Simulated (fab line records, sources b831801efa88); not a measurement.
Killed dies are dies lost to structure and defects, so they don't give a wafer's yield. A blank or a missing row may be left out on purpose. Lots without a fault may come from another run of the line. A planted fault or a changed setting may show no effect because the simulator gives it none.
fab line records | flow sfq_line
record lots=7 wafers=18 last_day=76
route steps=325 shown JJ@193 M5@198
lots that met no fault: from a run of the same line without faults
start_h: hours from the record's first day to the start of the lot's first wafer shown | wait_h: hours since the lot's step before | " the same as in the row above | L1.1+2: a row that stands for several wafers | - no value, or no start given | * or withheld: withheld | < > ~ a bound
route shown NAME@n: a module of which the file shows steps, and the number in the route of the first | usual: mean/standard deviation of fault-free wafers | same: alike in all rows | chamber/n: place in a boat | sites: the reading at each site | _std_site: their standard deviation | _edge_site: outer sites' mean less inner sites' | radius_mm: how far each site lies from the wafer's centre | mask NAME#n: copy n | behind: the tool/chamber that last shaped the wafer | hold: why the lot was held/for how many hours/how that ended | device: the transistor (n, p or np) that didn't switch | end of line: the same wafers' tests at the end of the route | a step without rows: its recipe alone | killed: dies lost to structure and defects at the first sort, not the wafer's yield | map: a wafer's dies, x killed, . not, _ none there
set.NAME: the setting as run; set.NAME@STEP: as run at that earlier step | model.NAME: the simulator's own value behind a step, which no gauge read
lots at some steps of the route; a table a step, a row a wafer
services: from which hour (start_h, from the record's first day; less than 0 if before it) a tool's chamber was out of use, for how many hours, and why
## steps
# step SFQ_TRILAYER_JJ_CE_BARC_OPEN_RIE_150
# recipe mask_material=PR chemistry=O2 target_depth_nm=240 target=BARC icp_w=600 bias_w=80 pressure_mtorr=10 time_s=80
# usual drypump_motor_current_A=5.7/0.42 he_backside_leak_sccm=3.5/0.32 oes_product_au=0.538/0.0048
# same time_s=80
# columns lot.wafer tool chamber start_h wait_h drypump_motor_current_A he_backside_leak_sccm oes_product_au rf_hours_counter_h
L538.1 rie_metal-04 0 970.65 1.0 6.0 3.1 0.537 82
L538.3 " 0 " " 6.0 3.2 0.537 -
L538.5 " 0 " " 6.0 3.2 0.534 -
L540.3 rie_metal-03 1 981.28 0.6 5.3 3.3 0.540 -
L540.4 " 0 " " 5.1 3.6 0.545 -
L540.5 " 0 " " 5.1 3.5 0.535 -
L546.4 rie_metal-03 0 1018.48 0.4 5.1 3.8 0.539 -
L546.5 " 1 " " 5.3 3.3 0.532 -
L548.4 rie_metal-02 1 1043.71 0.4 5.6 3.8 0.546 -
L548.5 " 1 " " 5.6 3.7 0.547 -
L549.1 rie_metal-04 0 1061.68 1.0 6.0 2.9 0.537 96
L549.4 " 1 " " 5.8 3.4 0.536 -
L555.4 rie_metal-04 0 1100.15 0.4 6.0 3.3 0.537 -
L555.5 " 0 " " 6.0 3.5 0.536 -
L555.6 " 1 " " 5.8 3.6 0.545 -
L557.1 rie_metal-04 0 1112.12 1.0 6.0 3.4 0.538 105
L557.4 " 1 " " 5.8 3.4 0.539 -
L557.6 " 0 " " 6.0 3.4 0.541 -
# step SFQ_TRILAYER_JJ_CE_ETCH_RIE_118
# recipe target=Nb stop_on=Al2O3 mask_material=PR taper_deg=13.257 over_etch_frac=0.15 time_s=97.7 chemistry=SF6 target_depth_nm=170 icp_w=600 bias_w=80 pressure_mtorr=10
# usual drypump_motor_current_A=5.7/0.42 he_backside_leak_sccm=3.42/0.28 oes_product_au=0.989/0.008
# same time_s=97.7
# columns lot.wafer tool chamber start_h wait_h drypump_motor_current_A he_backside_leak_sccm oes_product_au rf_hours_counter_h
L538.1 rie_metal-04 0 970.74 0.1 6.0 3.22 0.970 82
L538.3 " 0 " " 6.0 3.18 0.977 -
L538.5 " 0 " " 6.0 3.34 0.976 -
L540.3 rie_metal-03 1 981.38 0.1 5.3 3.17 0.985 -
L540.4 " 0 " " 5.1 3.47 0.985 -
L540.5 " 0 " " 5.1 3.65 0.994 -
L546.4 rie_metal-03 0 1018.58 0.1 5.1 3.49 0.997 -
L546.5 " 1 " " 5.3 3.35 0.986 -
L548.4 rie_metal-02 1 1043.81 0.1 5.6 3.67 0.977 -
L548.5 " 1 " " 5.6 3.74 0.978 -
L549.1 rie_metal-04 0 1061.77 0.1 6.0 3.21 0.993 96
L549.4 " 1 " " 5.8 3.37 0.996 -
L555.4 rie_metal-04 0 1100.25 0.1 6.0 3.32 0.994 -
L555.5 " 0 " " 6.0 3.38 0.984 -
L555.6 " 1 " " 5.9 3.48 0.993 -
L557.1 rie_metal-04 0 1112.21 0.1 6.0 3.35 0.997 105
L557.4 " 1 " " 5.8 3.49 0.985 -
L557.6 " 0 " " 6.0 3.30 0.991 -
# step SFQ_TRILAYER_JJ_ANODIZE_ANODIZE_119
# recipe current_density_ma_cm2=withheld end_current_density_ma_cm2=withheld bath_temp_c=withheld
# step SFQ_TRILAYER_JJ_CE_STRIP_STRIP_120
# recipe gas=O2 power_w=200 platen_temp_c=40 overash_fraction=0.65 chemistry=O2 pressure_mtorr=50
# usual drypump_motor_current_A=5.8/0.36 he_backside_leak_sccm=3.43/0.19 oes_product_au=1.003/0.011 platen_temp_c=39.98/0.11
# columns lot.wafer tool chamber start_h wait_h drypump_motor_current_A he_backside_leak_sccm oes_product_au platen_temp_c rf_hours_counter_h
L538.1 rie_metal-02 0 971.35 0.0 6.3 3.27 1.007 40.09 133
L538.3 " 0 " " 6.4 3.33 0.998 40.11 -
L538.5 " 1 " " 5.6 3.66 0.995 40.27 -
L540.3 rie_metal-04 1 982.15 0.2 5.9 3.34 1.018 39.80 -
L540.4 " 0 " " 6.0 3.23 1.005 40.09 -
L540.5 " 0 " " 6.0 3.18 1.012 40.00 -
L546.4 rie_metal-02 1 1019.35 0.2 5.6 3.72 1.001 40.00 -
L546.5 " 0 " " 6.3 3.20 0.996 39.99 -
L548.4 rie_metal-04 1 1044.58 0.2 5.8 3.45 1.009 40.08 -
L548.5 " 1 " " 5.9 3.43 1.014 39.97 -
L549.1 rie_metal-03 0 1062.38 0.0 5.1 3.63 1.025 39.80 97
L549.4 " 0 " " 5.1 3.82 1.030 39.93 -
L555.4 rie_metal-03 1 1101.02 0.2 5.3 3.21 1.001 39.82 -
L555.5 " 1 " " 5.4 3.26 0.997 39.96 -
L555.6 " 0 " " 5.1 3.75 1.012 40.16 -
L557.1 rie_metal-02 0 1112.82 0.0 6.3 3.50 1.002 40.00 157
L557.4 " 1 " " 5.6 3.48 0.994 40.03 -
L557.6 " 1 " " 5.6 3.38 1.007 40.00 -
# step SFQ_TRILAYER_JJ_CE_STRIP_SOLV_CLEAN_121
# recipe chemistry=NMP temp_c=70 time_s=600
# step SFQ_TRILAYER_M5_LITHO_COAT_128
# recipe resist=BARC spin_rpm=3000 resist_thk_nm=62
# step SFQ_TRILAYER_M5_LITHO_COAT_123
# recipe resist=KrF spin_rpm=3000 resist_thk_nm=600
# step SFQ_TRILAYER_M5_LITHO_SOFTBAKE_127
# recipe temp_c=withheld time_s=withheld resist=KrF
# step SFQ_TRILAYER_M5_LITHO_EXPOSE_124
# recipe mask_id=M5 na=0.6 source_shape=conventional sigma_outer=0.65 target_cd_nm=700 dose_mj=14.4
# step SFQ_TRILAYER_M5_LITHO_PEB_126
# recipe peb_temp_c=115 peb_time_s=60 resist=KrF
# step SFQ_TRILAYER_M5_LITHO_DEVELOP_125
# recipe time_s=60 resist=KrF
# step SFQ_M5_OVL_MEAS_932
# usual M5_OVL=-4/5.9
# columns lot.wafer tool chamber start_h wait_h M5_OVL[nm]
L538.1 overlay-02 - 1086.95 0.1 -6
L538.3 " - " " -6
L538.5 " - " " -1
L540.3 overlay-02 - 1096.11 0.1 -5
L540.4 " - " " -5
L540.5 " - " " -4
L546.4 overlay-02 - 1131.91 0.1 2
L546.5 " - " " -6
L548.4 overlay-02 - 1151.21 0.1 -13
L548.5 " - " " -6
L549.1 overlay-02 - 1166.80 0.1 2
L549.4 " - " " 6
L555.4 overlay-02 - 1202.81 0.1 -1
L555.5 " - " " -2
L555.6 " - " " -4
L557.1 overlay-02 - 1212.40 0.1 -9
L557.4 " - " " -4
L557.6 " - " " -5
# step SFQ_TRILAYER_M5_BARC_OPEN_METAL_ETCH_161
# recipe mask_material=PR chemistry=O2 target_depth_nm=125 target=BARC icp_w=600 bias_w=80 pressure_mtorr=10 time_s=41.7
# usual drypump_motor_current_A=5.4/0.41 he_backside_leak_sccm=3.5/0.32 oes_product_au=0.686/0.0049 run_length_s=70.1/0.65
# columns lot.wafer tool chamber start_h wait_h drypump_motor_current_A he_backside_leak_sccm oes_product_au rf_hours_counter_h run_length_s model.KrF_of_TRILAYER_M5_LITHO_COAT_123.thk_nm
L538.1 rie_metal-01 0 1086.98 0.0 5.0 3.7 0.700 13 69.7 523
L538.3 " 0 " " 5.0 3.7 0.682 - 69.8 524
L538.5 " 0 " " 5.0 3.7 0.685 - 70.5 525
L540.3 rie_metal-04 1 1096.15 0.0 5.8 3.4 0.680 - 70.5 521.4
L540.4 " 0 " " 6.0 3.4 0.690 - 69.7 520.5
L540.5 " 0 " " 6.0 3.3 0.684 - 69.7 521.6
L546.4 rie_metal-01 1 1131.95 0.0 5.8 3.2 0.650 - 75.7 516.3
L546.5 " 1 " " 5.9 3.2 0.687 - 69.7 524.3
L548.4 rie_metal-01 0 1151.25 0.0 5.0 3.7 0.643 - 75.6 516.2
L548.5 " 1 " " 5.9 3.4 0.681 - 70.0 522.9
L549.1 rie_metal-01 1 1166.83 0.0 5.8 3.0 0.691 16 70.5 521.8
L549.4 " 0 " " 5.0 3.5 0.657 - 75.6 516
L555.4 rie_metal-03 0 1202.85 0.0 5.1 3.8 0.691 - 69.7 521.1
L555.5 " 0 " " 5.1 3.7 0.690 - 69.4 521.3
L555.6 " 1 " " 5.3 3.4 0.695 - 69.8 522.5
L557.1 rie_metal-03 0 1212.43 0.0 5.1 3.6 0.681 125 72.4 521.9
L557.4 " 0 " " 5.1 3.7 0.680 - 72.5 521
L557.6 " 0 " " 5.1 3.7 0.680 - 72.4 523.1
# step SFQ_TRILAYER_M5_ETCH_METAL_ETCH_126
# recipe target=Nb stop_on=SiO2 mask_material=PR over_etch_frac=0.15 time_s=203.2 chemistry=Cl2/BCl3 target_depth_nm=265 icp_w=600 bias_w=80 pressure_mtorr=10
# usual drypump_motor_current_A=5.4/0.41 he_backside_leak_sccm=3.49/0.21 oes_product_au=0.726/0.0062 run_length_s=231.6/0.66
# same time_s=203.2
# columns lot.wafer tool chamber start_h wait_h drypump_motor_current_A he_backside_leak_sccm oes_product_au rf_hours_counter_h run_length_s model.KrF_of_TRILAYER_M5_LITHO_COAT_123.thk_nm
L538.1 rie_metal-01 0 1087.10 0.1 5.0 3.39 0.722 13 231.3 371.4
L538.3 " 0 " " 5.0 3.47 0.735 - 231.8 373.8
L538.5 " 0 " " 5.0 3.54 0.733 - 231.3 373.6
L540.3 rie_metal-04 1 1096.26 0.1 5.8 3.43 0.718 - 232.1 368.4
L540.4 " 0 " " 6.0 3.20 0.730 - 231.0 367.1
L540.5 " 0 " " 6.0 3.21 0.720 - 231.1 368.8
L546.4 rie_metal-01 1 1132.06 0.1 5.8 3.27 0.729 - 231.4 365.8
L546.5 " 1 " " 5.8 3.23 0.725 - 231.3 373.4
L548.4 rie_metal-01 0 1151.36 0.1 5.0 3.73 0.728 - 231.4 363.5
L548.5 " 1 " " 5.8 3.19 0.725 - 231.4 374
L549.1 rie_metal-01 1 1166.89 0.0 5.8 3.39 0.722 16 231.7 369.5
L549.4 " 0 " " 5.0 3.68 0.719 - 231.3 364.5
L555.4 rie_metal-03 0 1202.96 0.1 5.1 3.75 0.730 - 230.7 365.4
L555.5 " 0 " " 5.1 3.59 0.724 - 231.1 365.6
L555.6 " 1 " " 5.3 3.35 0.724 - 231.5 371.2
L557.1 rie_metal-03 0 1212.54 0.1 5.1 3.53 0.724 125 233.8 364.5
L557.4 " 0 " " 5.1 3.85 0.724 - 233.6 364.4
L557.6 " 0 " " 5.1 3.92 0.725 - 233.8 367
# step SFQ_TRILAYER_M5_STRIP_STRIP_127
# recipe gas=O2 power_w=200 platen_temp_c=40 overash_fraction=0.65 chemistry=O2 pressure_mtorr=50
# usual drypump_motor_current_A=5.4/0.41 he_backside_leak_sccm=3.49/0.22 oes_product_au=1.002/0.012 platen_temp_c=39.99/0.12
# columns lot.wafer tool chamber start_h wait_h drypump_motor_current_A he_backside_leak_sccm oes_product_au platen_temp_c rf_hours_counter_h
L538.1 rie_metal-01 0 1087.49 0.3 5.0 3.53 0.995 39.91 13
L538.3 " 0 " " 5.0 3.49 0.999 39.92 -
L538.5 " 0 " " 5.0 3.59 0.987 40.08 -
L540.3 rie_metal-04 1 1096.59 0.3 5.8 3.11 1.019 40.08 -
L540.4 " 0 " " 6.0 3.26 1.013 39.93 -
L540.5 " 0 " " 6.0 3.28 1.009 39.85 -
L546.4 rie_metal-01 1 1132.39 0.3 5.9 3.28 0.976 39.92 -
L546.5 " 1 " " 5.9 3.51 0.986 39.83 -
L548.4 rie_metal-01 0 1151.69 0.3 5.0 3.72 1.010 39.96 -
L548.5 " 1 " " 5.9 3.27 0.999 40.04 -
L549.1 rie_metal-01 1 1167.09 0.1 5.9 3.22 0.996 39.85 16
L549.4 " 0 " " 5.0 3.68 0.996 40.10 -
L555.4 rie_metal-03 0 1203.29 0.3 5.1 3.80 1.018 40.09 -
L555.5 " 0 " " 5.1 3.77 1.021 39.98 -
L555.6 " 1 " " 5.3 3.34 0.994 39.77 -
L557.1 rie_metal-03 0 1212.88 0.2 5.1 3.50 1.028 40.19 126
L557.4 " 0 " " 5.1 3.88 1.025 39.94 -
L557.6 " 0 " " 5.1 3.61 1.027 40.08 -
## services
# columns tool chamber start_h hours kind
rie_metal-01 0 996.01 - clean
rie_metal-01 0 996.01 - consumable_replace:focus_ring
rie_metal-01 0 996.01 19.6 scheduled_down
rie_metal-01 0 996.01 19.6 vent_cycle
rie_metal-03 0 1007.35 4.8 repair
rie_metal-02 1 1071.68 - clean
rie_metal-02 1 1071.68 - consumable_replace:focus_ring
rie_metal-02 1 1071.68 17.2 scheduled_down
rie_metal-02 1 1071.68 17.2 vent_cycle
rie_metal-01 1 1080.01 - clean
rie_metal-01 1 1080.01 - consumable_replace:focus_ring
rie_metal-01 1 1080.01 12.3 scheduled_down
rie_metal-01 1 1080.01 12.3 vent_cycle
rie_metal-02 - 1132.49 1.4 repair
rie_metal-02 0 1151.82 - clean
rie_metal-02 0 1151.82 - consumable_replace:focus_ring
rie_metal-02 0 1151.82 24.6 scheduled_down
rie_metal-02 0 1151.82 24.6 vent_cycle
rie_metal-03 1 1162.17 7.6 repair
rie_metal-03 0 1173.82 10.9 repair
rie_metal-02 - 1195.87 4.3 pm
rie_metal-02 0 1201.50 5.2 repair
## key
first_sign step=SFQ_TRILAYER_M5_BARC_OPEN_METAL_ETCH_161 reading=run_length_s direction=up sigmas=8.6 usual=* struck=*
effect step=SFQ_TRILAYER_M5_BARC_OPEN_METAL_ETCH_161 reading=oes_product_au direction=down sigmas=7.3 usual=0.686 struck=0.650
model_effect step=SFQ_TRILAYER_M5_BARC_OPEN_METAL_ETCH_161 value=KrF_of_TRILAYER_M5_LITHO_COAT_123.thk_nm without=523.4 struck=516.2
model_effect step=SFQ_TRILAYER_M5_ETCH_METAL_ETCH_126 value=KrF_of_TRILAYER_M5_LITHO_COAT_123.thk_nm without=371.8 struck=364.6
met_at SFQ_TRILAYER_M5_BARC_OPEN_METAL_ETCH_161
struck_wafers L546.4,L548.4,L549.4
onset_between 1086.98 1131.95
fault kind=process_parameter_drift tool=rie_metal-01 chamber=- onset_h=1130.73 steps=SFQ_TRILAYER_M5_BARC_OPEN_METAL_ETCH_161 channel=time_s offset=* shape=step end_h=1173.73 scope=struck_wafers_only acts_in=* stated=*
